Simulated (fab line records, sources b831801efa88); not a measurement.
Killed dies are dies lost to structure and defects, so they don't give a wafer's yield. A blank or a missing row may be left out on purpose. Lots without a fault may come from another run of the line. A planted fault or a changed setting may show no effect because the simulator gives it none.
Which tool did it? | flow sky130 | 13 lots, 39 wafers sampled, at 3 steps of a route of 708

WHAT THE GAUGES READ, wafer by wafer
SKY_SONOS_ONO_CD_MEAS_13: target cd 410 nm.
lot  | measured     | on        | cd_nm (nm)
L765 | day 12 14:20 | cd_sem-02 | 411.7 409.8 411.0
L766 | day 12 16:06 | cd_sem-02 | 407.6 409.9 409.1
L768 | day 13 10:26 | cd_sem-02 | 410.3 412.5 411.2
L767 | day 13 10:33 | cd_sem-01 | 409.6 407.0 406.9
L769 | day 13 19:47 | cd_sem-01 | 409.8 411.5 410.7
L770 | day 14 06:09 | cd_sem-01 | 409.5 411.3 412.0
L772 | day 14 18:32 | cd_sem-01 | 405.3 407.0 405.9
L777 | day 16 15:03 | cd_sem-01 | 410.6 413.3 412.4
L778 | day 16 17:17 | cd_sem-01 | 410.5 411.8 413.4
L779 | day 17 07:34 | cd_sem-01 | 410.5 407.5 410.0
L780 | day 17 23:05 | cd_sem-02 | 408.9 409.6 410.5
L781 | day 17 23:25 | cd_sem-02 | 410.2 410.4 410.8
L784 | day 18 23:35 | cd_sem-02 | 409.5 410.8 409.7

SKY_POLY_GATE_OVL_MEAS_14.
lot  | measured     | on         | POLY_GATE_OVL (nm)
L765 | day 16 09:03 | overlay-02 | -4 -4 5
L766 | day 16 10:00 | overlay-02 | 12 1 4
L768 | day 17 04:51 | overlay-02 | -1 -8 -7
L767 | day 17 04:33 | overlay-02 | -6 2 -7
L769 | day 17 18:23 | overlay-02 | -10 -4 -3
L770 | day 18 01:54 | overlay-01 | -4 -3 -4
L772 | day 18 14:57 | overlay-01 | -9 -1 -9
L777 | day 20 16:41 | overlay-02 | -6 9 15
L778 | day 21 03:38 | overlay-02 | 2 1 -2
L779 | day 21 14:17 | overlay-01 | 4 -1 1
L780 | day 22 04:02 | overlay-01 | -8 -3 -9
L781 | day 22 05:49 | overlay-02 | 11 15 8
L784 | day 23 04:41 | overlay-02 | 2 -8 -9

SKY_LDD_HVN_TW_MEAS_10.
lot  | measured     | on            | LDD_HVN_TW
L765 | day 20 07:04 | film_metro-04 | 1464 1464 1457
L766 | day 20 09:10 | film_metro-01 | 1467 1457 1462
L768 | day 21 04:07 | film_metro-03 | 1444 1450 1452
L767 | day 21 03:43 | film_metro-03 | 1449 1450 1451
L769 | day 21 17:43 | film_metro-01 | 1453 1453 1449
L770 | day 22 06:58 | film_metro-01 | 1458 1463 1461
L772 | day 22 16:40 | film_metro-04 | 1465 1459 1467
L777 | day 24 16:43 | film_metro-04 | 1463 1462 1469
L778 | day 25 01:58 | film_metro-01 | 1443 1438 1444
L779 | day 25 12:10 | film_metro-03 | 1429 1427 1428
L780 | day 26 00:10 | film_metro-03 | 1436 1440 1435
L781 | day 26 02:23 | film_metro-03 | 1442 1448 1446
L784 | day 26 22:12 | film_metro-01 | 1448 1447 1453

WHICH TOOL RAN EACH LOT (tool, then ch and the chambers of the sampled wafers, then the start)
The record holds no process step before these readings.

WHAT THE TOOLS THEMSELVES READ (means of the sampled wafers that have a number; where no wafer has one, the mark that the record gives instead)
The record holds no such reading with a usual standard deviation.

THE ANSWER, worked out from the rows above alone
Rule: what is usual is taken from the lots themselves. Put in order of their means at a reading, lots are off if they are a third of the lots or fewer, leave a main group of 4 or more, and stand apart from it by a gap of 3 or more times the standard deviation of the main group's means; of several such gaps the widest counts. A main group whose means are all the same, to the digits that the tables above print for the reading, isn't used. A lot without any number at a reading at which 4 lots or more have one is off too. The other lots that the step has rows for count as sound. The gauges are gone through in route order, then the tools' own readings, and for those a lot's mean is taken as printed above. The first step at which some lot is off is used, and at that step the reading that is off furthest; a lot without a number counts as furthest.
No lot is off at any reading shown: from this, nothing can be told.

WHAT THE SIMULATOR HAD PUT IN
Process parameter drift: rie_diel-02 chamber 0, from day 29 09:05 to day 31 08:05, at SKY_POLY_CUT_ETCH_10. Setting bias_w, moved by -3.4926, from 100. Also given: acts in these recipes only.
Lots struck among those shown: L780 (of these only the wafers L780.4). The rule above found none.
